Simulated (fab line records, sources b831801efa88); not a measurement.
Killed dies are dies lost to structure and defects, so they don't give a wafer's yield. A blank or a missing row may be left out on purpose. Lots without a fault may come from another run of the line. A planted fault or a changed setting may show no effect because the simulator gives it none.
fab line records | flow sfq_line
record lots=14 wafers=42 last_day=78
route steps=325 shown M2@101 M3@120 JJ@180 I6@266
lots that met no fault: from a run of the same line without faults
start_h: hours from the record's first day to the start of the lot's first wafer shown | wait_h: hours since the lot's step before | " the same as in the row above | L1.1+2: a row that stands for several wafers | - no value, or no start given | * or withheld: withheld | < > ~ a bound
route shown NAME@n: a module of which the file shows steps, and the number in the route of the first | usual: mean/standard deviation of fault-free wafers | same: alike in all rows | chamber/n: place in a boat | sites: the reading at each site | _std_site: their standard deviation | _edge_site: outer sites' mean less inner sites' | radius_mm: how far each site lies from the wafer's centre | mask NAME#n: copy n | behind: the tool/chamber that last shaped the wafer | hold: why the lot was held/for how many hours/how that ended | device: the transistor (n, p or np) that didn't switch | end of line: the same wafers' tests at the end of the route | a step without rows: its recipe alone | killed: dies lost to structure and defects at the first sort, not the wafer's yield | map: a wafer's dies, x killed, . not, _ none there
set.NAME: the setting as run; set.NAME@STEP: as run at that earlier step | model.NAME: the simulator's own value behind a step, which no gauge read
steps of the route over a sample of lots; a table a step, a row a wafer
services: from which hour (start_h, from the record's first day; less than 0 if before it) a tool's chamber was out of use, for how many hours, and why
## steps
# step SFQ_TRILAYER_M2_STRIP_STRIP_061
# recipe gas=O2 power_w=200 platen_temp_c=40 overash_fraction=0.65 chemistry=O2 pressure_mtorr=50
# usual drypump_motor_current_A=5.99/0.28 oes_product_au=0.992/0.009
# columns lot.wafer tool chamber start_h wait_h drypump_motor_current_A oes_product_au rf_hours_counter_h
L999.1 rie_metal-02 0 468.27 0.1 5.56 0.983 163
L999.2 " 1 " " 5.74 1.001 71
L999.6 " 0 " " 5.58 0.988 -
L100.2 rie_metal-02 0 473.07 0.1 5.60 0.984 164
L100.3 " 0 " " 5.58 0.987 -
L100.6 " 1 " " 5.77 0.990 -
L103.3 rie_metal-01 1 522.57 0.2 6.33 0.997 -
L103.5 " 0 " " 6.21 0.992 -
L103.6 " 1 " " 6.34 0.994 -
L104.1 rie_metal-02 1 530.94 0.1 5.79 0.989 84
L104.3 " 0 " " 5.60 0.985 -
L104.6 " 0 " " 5.57 0.985 -
L106.3 rie_metal-04 1 546.74 0.2 6.08 0.993 -
L106.5 " 1 " " 6.11 1.002 -
L106.6 " 0 " " 5.82 0.985 -
L107.2 rie_metal-02 1 564.34 0.1 5.75 1.004 87
L107.3 " 1 " " 5.80 0.998 -
L107.4 " 0 " " 5.53 0.988 -
L108.1 rie_metal-01 0 567.94 0.1 6.20 0.989 97
L108.2 " 1 " " 6.33 0.991 72
L108.6 " 1 " " 6.30 0.995 -
L110.1 rie_metal-01 0 578.74 0.1 6.21 1.002 99
L110.3 " 0 " " 6.18 0.995 -
L110.5 " 0 " " 6.21 1.001 -
L111.2 rie_metal-01 1 583.54 0.1 6.33 0.988 75
L111.3 " 1 " " 6.32 0.988 -
L111.6 " 0 " " 6.20 0.992 -
L112.2 rie_metal-02 0 588.34 0.1 5.53 0.980 9
L112.4 " 1 " " 5.78 1.000 -
L112.6 " 0 " " 5.56 0.984 -
L113.1 rie_metal-01 0 594.34 0.1 6.24 0.991 102
L113.3 " 0 " " 6.23 0.999 -
L113.4 " 1 " " 6.32 0.994 -
L114.3 rie_metal-02 0 608.18 0.3 5.57 0.982 -
L114.4 " 1 " " 5.79 1.007 -
L114.6 " 0 " " 5.58 0.986 -
L120.1 rie_metal-01 0 657.55 0.1 6.20 0.999 115
L120.4 " 0 " " 6.22 0.996 -
L120.5 " 1 " " 6.35 0.989 -
L122.3 rie_metal-01 0 672.25 0.2 6.23 0.997 -
L122.4 " 1 " " 6.34 0.985 -
L122.6 " 0 " " 6.21 0.987 -
# step SFQ_M3_RS_MEAS_919
# recipe thk_meas_gauge=four-point-probe reads=Nb_of_TRILAYER_M3_DEP_SPUTTER_073
# usual M3_NB_RS=0.891/0.0096
# columns lot.wafer tool chamber start_h wait_h M3_NB_RS[ohm/sq]
L999.1 film_metro-03 - 562.19 0.0 0.909
L999.2 " - " " 0.889
L999.6 " - " " 0.889
L100.2 film_metro-03 - 564.61 0.1 0.898
L100.3 " - " " 0.893
L100.6 " - " " 0.884
L103.3 film_metro-02 - 608.41 0.1 0.889
L103.5 " - " " 0.890
L103.6 " - " " 0.894
L104.1 film_metro-03 - 615.57 0.0 0.887
L104.3 " - " " 0.899
L104.6 " - " " 0.880
L106.3 film_metro-03 - 633.63 0.1 0.901
L106.5 " - " " 0.894
L106.6 " - " " 0.891
L107.2 film_metro-04 - 645.59 0.1 0.902
L107.3 " - " " 0.886
L107.4 " - " " 0.907
L108.1 film_metro-03 - 657.15 0.0 0.891
L108.2 " - " " 0.879
L108.6 " - " " 0.892
L110.1 film_metro-04 - 672.75 0.0 0.888
L110.3 " - " " 0.896
L110.5 " - " " 0.906
L111.2 film_metro-02 - 678.77 0.1 0.897
L111.3 " - " " 0.891
L111.6 " - " " 0.874
L112.2 film_metro-02 - 683.37 0.1 0.904
L112.4 " - " " 0.904
L112.6 " - " " 0.906
L113.1 film_metro-02 - 691.85 0.0 0.893
L113.3 " - " " 0.893
L113.4 " - " " 0.883
L114.3 film_metro-03 - 711.05 0.1 0.884
L114.4 " - " " 0.901
L114.6 " - " " 0.898
L120.1 film_metro-03 - 766.34 0.0 0.873
L120.4 " - " " 0.897
L120.5 " - " " 0.880
L122.3 film_metro-02 - 777.18 0.1 0.893
L122.4 " - " " 0.870
L122.6 " - " " 0.894
# step SFQ_TRILAYER_JJ_TRILAYER_DEP_SPUTTER_110
# recipe material=Al base_pressure_pa=1.33e-06 target_thk_nm=8 power_w=500 time_s=10 chamber_pressure_pa=0.4
# usual throttle_valve_pct=29.8/0.62
# columns lot.wafer tool chamber start_h wait_h throttle_valve_pct
L999.1 pvd_sputter-05 - 938.80 0.0 30.2
L999.2 " - " " 29.9
L999.6 " - " " 30.4
L100.2 pvd_sputter-06 - 948.39 0.0 28.2
L100.3 " - " " 29.6
L100.6 " - " " 29.8
L103.3 pvd_sputter-05 - 993.99 0.0 30.4
L103.5 " - " " 29.8
L103.6 " - " " 29.8
L104.1 pvd_sputter-05 - 1002.19 0.0 29.7
L104.3 " - " " 29.9
L104.6 " - " " 30.5
L106.3 pvd_sputter-06 - 1025.29 0.0 28.3
L106.5 " - " " 29.3
L106.6 " - " " 29.7
L107.2 pvd_sputter-03 - 1030.10 0.0 29.6
L107.3 " - " " 29.8
L107.4 " - " " 31.0
L108.1 pvd_sputter-03 - 1038.49 0.0 31.1
L108.2 " - " " 29.8
L108.6 " - " " 29.3
L110.1 pvd_sputter-05 - 1050.52 0.0 30.3
L110.3 " - " " 29.4
L110.5 " - " " 30.1
L111.2 pvd_sputter-03 - 1055.32 0.0 29.6
L111.3 " - " " 29.9
L111.6 " - " " 29.5
L112.2 pvd_sputter-05 - 1060.12 0.0 29.8
L112.4 " - " " 29.3
L112.6 " - " " 29.6
L113.1 pvd_sputter-05 - 1065.92 0.0 29.7
L113.3 " - " " 29.8
L113.4 " - " " 29.8
L114.3 pvd_sputter-05 - 1082.89 0.0 30.3
L114.4 " - " " 30.1
L114.6 " - " " 30.4
L120.1 pvd_sputter-03 - 1131.45 0.0 29.8
L120.4 " - " " 29.6
L120.5 " - " " 29.5
L122.3 pvd_sputter-06 - 1141.03 0.0 28.2
L122.4 " - " " 30.0
L122.6 " - " " 29.7
# step SFQ_TRILAYER_I6_DEP_PECVD_165
# recipe material=SiO2 temp_c=150 time_s=111.11 pressure_torr=2.4 rf_w=183.3 precursor=SiH4/N2O target_thk_nm=500
# usual heater_power_outer_w=24/8.2 heater_power_w=73/15 rf_fwd_power_W=182.4/0.59 showerhead_vpp_V=828/43 throttle_valve_pct=24.6/1.4
# columns lot.wafer tool chamber start_h wait_h heater_power_outer_w heater_power_w rf_fwd_power_W showerhead_vpp_V throttle_valve_pct
L999.1 pecvd-01 0 1336.46 0.0 19 72 182.0 864 22.4
L999.2 " 1 " " 43 103 182.0 736 23.2
L999.6 " 0 " " 24 79 181.3 862 22.5
L100.2 pecvd-01 1 1344.62 0.0 43 101 181.8 732 23.3
L100.3 " 0 " " 22 75 183.5 853 22.5
L100.6 " 0 " " 23 79 183.3 874 22.3
L103.3 pecvd-02 1 1372.03 0.0 20 66 182.1 872 25.9
L103.5 " 2 " " 24 65 182.0 827 25.9
L103.6 " 1 " " 21 68 181.9 860 25.7
L104.1 pecvd-02 1 1378.02 0.0 22 68 182.8 882 25.8
L104.3 " 0 " " 18 57 183.1 844 24.2
L104.6 " 1 " " 12 55 182.5 869 26.0
L106.3 pecvd-01 2 1401.67 0.0 25 83 183.2 809 23.3
L106.5 " 2 " " 27 86 182.6 805 23.2
L106.6 " 1 " " 36 90 183.6 724 23.5
L107.2 pecvd-03 0 1410.07 0.0 29 81 182.6 795 22.8
L107.3 " 2 " " 24 73 181.7 851 26.8
L107.4 " 1 " " 36 93 183.2 839 25.0
L108.1 pecvd-03 0 1414.87 0.0 22 73 182.0 793 22.9
L108.2 " 1 " " 29 84 183.3 848 24.9
L108.6 " 2 " " 23 72 182.1 864 26.9
L110.1 pecvd-03 0 1424.07 0.0 27 81 183.4 792 23.0
L110.3 " 2 " " 21 67 182.2 862 26.9
L110.5 " 0 " " 28 83 182.7 795 23.1
L111.2 pecvd-01 1 1425.67 0.0 43 102 183.0 718 23.4
L111.3 " 2 " " 26 88 182.4 822 23.1
L111.6 " 0 " " 26 81 182.5 865 22.7
L112.2 pecvd-01 2 1430.05 0.0 27 88 182.8 828 23.7
L112.4 " 1 " " 32 87 183.1 721 23.7
L112.6 " 2 " " 29 91 182.6 819 23.5
L113.1 pecvd-01 2 1436.42 0.0 46 112 108.6 641 23.3
L113.3 " 0 " " 42 103 109.1 671 22.8
L113.4 " 0 " " 44 106 108.7 671 22.9
L114.3 pecvd-02 0 1448.42 0.0 13 48 182.2 837 24.6
L114.4 " 1 " " 20 68 182.2 857 26.0
L114.6 " 0 " " 15 51 182.8 834 24.4
L120.1 pecvd-01 1 1473.21 0.0 59 119 108.6 568 24.0
L120.4 " 2 " " 37 102 108.7 627 23.7
L120.5 " 0 " " 46 106 109.7 673 23.1
L122.3 pecvd-03 2 1484.01 0.0 19 65 182.5 846 27.2
L122.4 " 2 " " 22 67 182.1 862 26.9
L122.6 " 1 " " 36 93 182.4 853 25.2
# step SFQ_TRILAYER_I6_CMP_CMP_166
# recipe material=SiO2 down_force_psi=3 platen_rpm=60 pad_velocity_m_s=0.94248
# usual motor_current_A=10.5/1 slurry_filter_dp_kPa=13.49/0.13 time_to_endpoint_s=212/8.2
# columns lot.wafer tool chamber start_h wait_h motor_current_A slurry_filter_dp_kPa time_to_endpoint_s
L999.2 cmp-02 2 1389.11 52.6 9.6 13.61 223
L999.1 " 3 " " 11.6 13.41 199
L999.6 " 0 " " 10.1 13.39 209
L100.2 cmp-02 2 1394.11 49.5 9.8 13.38 219
L100.3 " 0 1395.11 50.4 10.3 13.39 209
L100.6 " 2 1396.11 51.4 9.4 13.50 212
L103.3 cmp-02 3 1424.11 52.0 11.3 13.47 199
L103.6 " 3 1426.11 54.0 10.9 13.49 202
L103.5 " 0 " " 9.4 13.33 217
L104.1 cmp-02 0 1430.11 52.1 9.6 13.56 206
L104.3 " 2 1431.11 53.1 9.7 13.58 213
L104.6 " 1 1432.61 54.5 9.8 13.40 207
L106.3 cmp-02 1 1453.11 51.4 9.3 13.51 212
L106.5 " 3 1454.11 52.4 10.7 13.53 213
L106.6 " 0 " " 9.6 13.63 227
L107.3 cmp-02 0 1461.11 51.0 9.6 13.47 209
L107.2 " 2 1462.11 52.0 9.6 13.42 211
L107.4 " 3 " " 11.6 13.29 205
L108.1 cmp-01 1 1465.26 50.4 13.4 13.75 225
L108.2 " 3 1466.26 51.4 11.4 13.43 213
L108.6 " 0 " " 10.6 13.69 214
L110.3 cmp-01 1 1472.52 48.4 12.1 13.40 209
L110.1 " 2 " " 11.1 13.39 204
L110.5 " 0 1474.02 49.9 10.6 13.41 218
L111.2 cmp-02 0 1473.11 47.4 9.9 13.70 208
L111.3 " 1 " " 8.9 13.47 205
L111.6 " 1 1475.61 49.9 9.1 13.30 208
L112.2 cmp-02 3 1476.61 46.5 10.8 13.39 199
L112.4 " 1 1477.61 47.5 9.3 13.35 210
L112.6 " 2 " " 9.9 13.58 209
L113.1 cmp-01 0 1481.02 44.6 10.9 13.54 164
L113.3 " 1 " " 12.2 13.84 169
L113.4 " 2 " " 10.8 13.43 158
L114.4 cmp-02 0 1488.11 39.6 9.3 13.53 214
L114.3 " 1 " " 9.1 13.38 206
L114.6 " 0 1490.11 41.6 9.8 13.37 212
L120.4 cmp-01 2 1506.60 33.3 10.9 13.53 157
L120.1 " 3 " " 11.5 13.29 161
L120.5 " 0 " " 10.4 13.50 154
L122.4 cmp-01 3 1514.60 30.5 10.8 13.54 215
L122.3 " 1 1515.60 31.6 12.7 13.31 212
L122.6 " 0 1517.10 33.0 11.3 13.54 215
## services
# columns tool chamber start_h hours kind
pecvd-01 2 499.33 29.9 repair
cmp-02 - 507.59 0.9 repair
cmp-02 - 582.04 3.1 repair
cmp-02 - 588.13 4.9 pm
cmp-02 - 591.46 2.0 repair
pecvd-01 - 632.54 1.2 repair
rie_metal-01 - 662.20 2.8 pm
cmp-02 - 749.50 4.0 pm
cmp-02 - 859.21 0.4 repair
cmp-02 - 859.57 0.6 repair
cmp-02 - 915.18 2.0 repair
cmp-02 - 953.67 0.4 repair
cmp-02 - 956.03 6.4 pm
cmp-02 - 1047.22 2.0 repair
cmp-02 - 1079.46 14.0 pm
cmp-02 - 1093.51 4.0 pm
cmp-02 - 1093.53 0.7 repair
cmp-02 - 1223.56 2.9 repair
cmp-02 - 1276.60 3.1 repair
cmp-02 - 1313.84 0.5 repair
cmp-02 - 1320.09 0.9 repair
cmp-02 - 1324.72 5.0 pm
cmp-02 - 1362.26 1.9 repair
cmp-02 - 1436.11 4.0 pm
## key
first_sign step=SFQ_TRILAYER_I6_DEP_PECVD_165 reading=rf_fwd_power_W direction=down sigmas=99+ usual=182.4 struck=108.9
effect step=SFQ_TRILAYER_I6_DEP_PECVD_165 reading=showerhead_vpp_V direction=down sigmas=4.3 usual=828 struck=642
effect step=SFQ_TRILAYER_I6_CMP_CMP_166 reading=time_to_endpoint_s direction=down sigmas=6.3 usual=* struck=*
met_at SFQ_TRILAYER_I6_DEP_PECVD_165
struck_lots L113,L120
not_acting_at SFQ_TRILAYER_M2_STRIP_STRIP_061,SFQ_M3_RS_MEAS_919,SFQ_TRILAYER_JJ_TRILAYER_DEP_SPUTTER_110
onset_between 1430.05 1436.42
fault kind=process_parameter_drift tool=pecvd-01 chamber=- onset_h=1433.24 steps=SFQ_TRILAYER_I6_DEP_PECVD_165 channel=rf_w offset=-73.32 shape=step end_h=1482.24 acts_in=these_recipes_only stated=183.3
